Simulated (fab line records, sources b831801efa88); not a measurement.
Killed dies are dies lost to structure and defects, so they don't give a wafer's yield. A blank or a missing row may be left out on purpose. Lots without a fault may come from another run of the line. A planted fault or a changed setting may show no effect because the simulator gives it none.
Which tool did it? | flow gf180mcu | 13 lots, 39 wafers sampled, at 5 steps of a route of 602

WHAT THE GAUGES READ, wafer by wafer
GF_DUAL_GATE_OVL_MEAS_11. Usual: DUAL_GATE_OVL 0.6 nm, standard deviation 1.5.
lot  | measured     | on         | DUAL_GATE_OVL (nm) | flag
L555 | day 8 15:51  | overlay-01 | 2.9 1.4 2.6        |
L556 | day 8 19:51  | overlay-01 | 1.5 3.1 2.4        |
L557 | day 9 00:20  | overlay-02 | -0.1 0.7 1.4       |
L559 | day 9 16:01  | overlay-02 | 0.4 1.7 -1.6       |
L563 | day 10 17:00 | overlay-01 | 3.4 1.3 -2.4       |
L564 | day 10 21:15 | overlay-01 | 1.2 0.7 1.1        |
L565 | day 11 08:15 | overlay-02 | 0.8 0.8 0.8        |
L566 | day 11 12:04 | overlay-02 | -0.1 0.7 1.8       |
L567 | day 11 19:36 | overlay-02 | 0.5 2.1 0.8        |
L568 | day 12 04:01 | overlay-02 | 1.4 0.2 0.9        |
L569 | day 12 08:23 | overlay-01 | -1.1 -0.8 -0.7     |
L574 | day 13 21:23 | overlay-02 | -0.5 1.3 -1.4      |
L575 | day 14 00:22 | overlay-02 | 1.6 0.9 0.4        |

GF_HV_LDD_CD_MEAS_46: target cd 400 nm. Usual: cd_nm 399.3 nm, standard deviation 2.2.
lot  | measured     | on        | cd_nm (nm)        | flag
L555 | day 12 16:41 | cd_sem-02 | 403.4 402.4 402.5 |
L556 | day 12 21:05 | cd_sem-01 | 401.6 400.5 399.5 |
L557 | day 13 05:32 | cd_sem-01 | 398.7 398.3 398.5 |
L559 | day 13 22:50 | cd_sem-02 | 400.9 402.3 399.3 |
L563 | day 15 02:00 | cd_sem-02 | 398.3 400.9 401.3 |
L564 | day 15 07:52 | cd_sem-02 | 402.0 402.7 401.8 |
L565 | day 15 20:32 | cd_sem-01 | 399.7 399.3 397.9 |
L566 | day 16 01:43 | cd_sem-02 | 398.9 400.9 400.4 |
L567 | day 16 09:32 | cd_sem-02 | 396.8 397.7 396.9 |
L568 | day 16 18:40 | cd_sem-01 | 398.9 397.2 400.4 |
L569 | day 17 00:32 | cd_sem-01 | 403.6 400.2 399.0 |
L574 | day 18 18:59 | cd_sem-02 | 399.9 400.6 398.5 |
L575 | day 19 00:19 | cd_sem-01 | 398.2 398.6 402.3 |

GF_PSD_RS_MEAS_14: measures by four-point-probe. Usual: NSD_RS 46.12 ohm/sq, standard deviation 0.082.
lot  | measured     | on            | NSD_RS (ohm/sq)   | flag
L555 | day 14 14:29 | film_metro-04 | 46.19 46.10 46.38 |
L556 | day 14 18:28 | film_metro-02 | 46.10 46.07 46.25 |
L557 | day 15 03:25 | film_metro-04 | 46.25 46.10 46.25 |
L559 | day 15 21:13 | film_metro-02 | 46.19 46.16 46.11 |
L563 | day 17 02:24 | film_metro-01 | 46.18 46.06 46.20 |
L564 | day 17 08:23 | film_metro-04 | 46.06 46.05 46.00 |
L565 | day 17 22:02 | film_metro-01 | 46.06 45.99 46.06 |
L566 | day 18 04:53 | film_metro-02 | 46.14 46.10 46.19 |
L567 | day 18 11:14 | film_metro-02 | 45.98 46.13 46.10 |
L568 | day 18 20:55 | film_metro-01 | 46.15 46.18 46.18 |
L569 | day 19 04:27 | film_metro-02 | 46.11 46.17 46.13 |
L574 | day 20 23:31 | film_metro-01 | 40.93 40.93 40.88 | OFF
L575 | day 21 05:08 | film_metro-02 | 41.05 40.97 41.02 | OFF

GF_PSD_RS_MEAS_15: measures by four-point-probe. Usual: PSD_RS 108.55 ohm/sq, standard deviation 0.28.
lot  | measured     | on            | PSD_RS (ohm/sq)      | flag
L555 | day 14 14:36 | film_metro-04 | 109.15 108.55 109.19 |
L556 | day 14 18:35 | film_metro-02 | 108.15 108.48 108.78 |
L557 | day 15 03:32 | film_metro-04 | 108.86 108.48 108.78 |
L559 | day 15 21:20 | film_metro-02 | 108.95 108.80 108.75 |
L563 | day 17 02:31 | film_metro-01 | 108.17 108.48 108.73 |
L564 | day 17 08:31 | film_metro-04 | 108.35 108.44 108.61 |
L565 | day 17 22:10 | film_metro-01 | 108.35 108.34 108.74 |
L566 | day 18 05:01 | film_metro-02 | 108.67 108.66 108.58 |
L567 | day 18 11:22 | film_metro-02 | 108.80 108.32 108.46 |
L568 | day 18 21:02 | film_metro-01 | 108.49 108.15 108.60 |
L569 | day 19 04:34 | film_metro-02 | 108.23 108.95 108.65 |
L574 | day 20 23:38 | film_metro-01 | 100.01 99.25 99.76   | OFF
L575 | day 21 05:16 | film_metro-02 | 99.14 99.52 98.84    | OFF

WHICH TOOL RAN EACH LOT (tool, then ch and the chambers of the sampled wafers, then the start)
lot  | GF_PSD_RTA_13
L555 | rtp_anneal-02 ch 0, day 14 14:23
L556 | rtp_anneal-01 ch 0, day 14 18:23
L557 | rtp_anneal-02 ch 0, day 15 03:20
L559 | rtp_anneal-01 ch 0, day 15 21:08
L563 | rtp_anneal-02 ch 0, day 17 02:18
L564 | rtp_anneal-02 ch 0, day 17 08:19
L565 | rtp_anneal-02 ch 0, day 17 21:57
L566 | rtp_anneal-02 ch 0, day 18 04:49
L567 | rtp_anneal-02 ch 0, day 18 11:10
L568 | rtp_anneal-02 ch 0, day 18 20:49
L569 | rtp_anneal-02 ch 0, day 19 04:22
L574 | rtp_anneal-02 ch 0, day 20 23:25
L575 | rtp_anneal-02 ch 0, day 21 05:04
- GF_PSD_RTA_13: time 20 s.

WHAT THE TOOLS THEMSELVES READ (means of the sampled wafers that have a number; where no wafer has one, the mark that the record gives instead)
GF_PSD_RTA_13. Usual: lamp_power_pct 38 %, standard deviation 4.5; run_length_s 48.3 s, standard deviation 0.34; wafer_temp_C_max 1029.1, standard deviation 0.84.
lot  | tool          | lamp_power_pct (%) | run_length_s (s) | wafer_temp_C_max | flag
L555 | rtp_anneal-02 | 35                 | 48.3             | 1029.0           |
L556 | rtp_anneal-01 | 44                 | 48.8             | 1029.9           |
L557 | rtp_anneal-02 | 35                 | 48.1             | 1028.3           |
L559 | rtp_anneal-01 | 44                 | 48.7             | 1029.2           |
L563 | rtp_anneal-02 | 35                 | 48.1             | 1028.8           |
L564 | rtp_anneal-02 | 35                 | 48.2             | 1028.9           |
L565 | rtp_anneal-02 | 35                 | 48.1             | 1029.1           |
L566 | rtp_anneal-02 | 35                 | 48.1             | 1029.8           |
L567 | rtp_anneal-02 | 35                 | 48.1             | 1029.8           |
L568 | rtp_anneal-02 | 35                 | 48.2             | 1029.5           |
L569 | rtp_anneal-02 | 35                 | 48.0             | 1029.7           |
L574 | rtp_anneal-02 | 35                 | 79.1             | 1027.9           | OFF
L575 | rtp_anneal-02 | 35                 | 78.8             | 1029.2           | OFF

THE ANSWER, worked out from the rows above alone
Rule: a lot is off if the mean of its wafers that have a number lies more than 3 standard deviations from the usual mean. A lot without any number at a reading at which 4 lots or more have one is off too. The other lots that the step has rows for count as sound. The gauges are gone through in route order, then the tools' own readings, and for those a lot's mean is taken as printed above. The first step at which some lot is off is used, and at that step the reading that is off furthest; a lot without a number counts as furthest.
Off: L574, L575, at GF_PSD_RS_MEAS_14 (NSD_RS).
A tool fits if, at a process step before that reading, it ran every lot that is off, and no sound lot after the first of them. The gauges at GF_PSD_RS_MEAS_14 aren't tried: what is off there is off at GF_PSD_RTA_13 too, on other tools, and a gauge's error can't cause that. One fits: rtp_anneal-02 at GF_PSD_RTA_13. Its last sound lot is L569 (day 19 04:22), its first lot that is off L574 (day 20 23:25): a fault that began between those two fits.
The tool's own readings at GF_PSD_RTA_13 bear it out: on the lots that are off they differ by more than 5 times the standard deviation of the sound lots' means. run_length_s reads 78.9 s there against 48.2 s on the sound lots.

WHAT THE SIMULATOR HAD PUT IN
Process parameter drift: rtp_anneal-02, from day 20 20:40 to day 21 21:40, at GF_PSD_RTA_13. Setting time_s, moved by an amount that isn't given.
Lots struck among those shown: L574, L575. The rule above found the same.
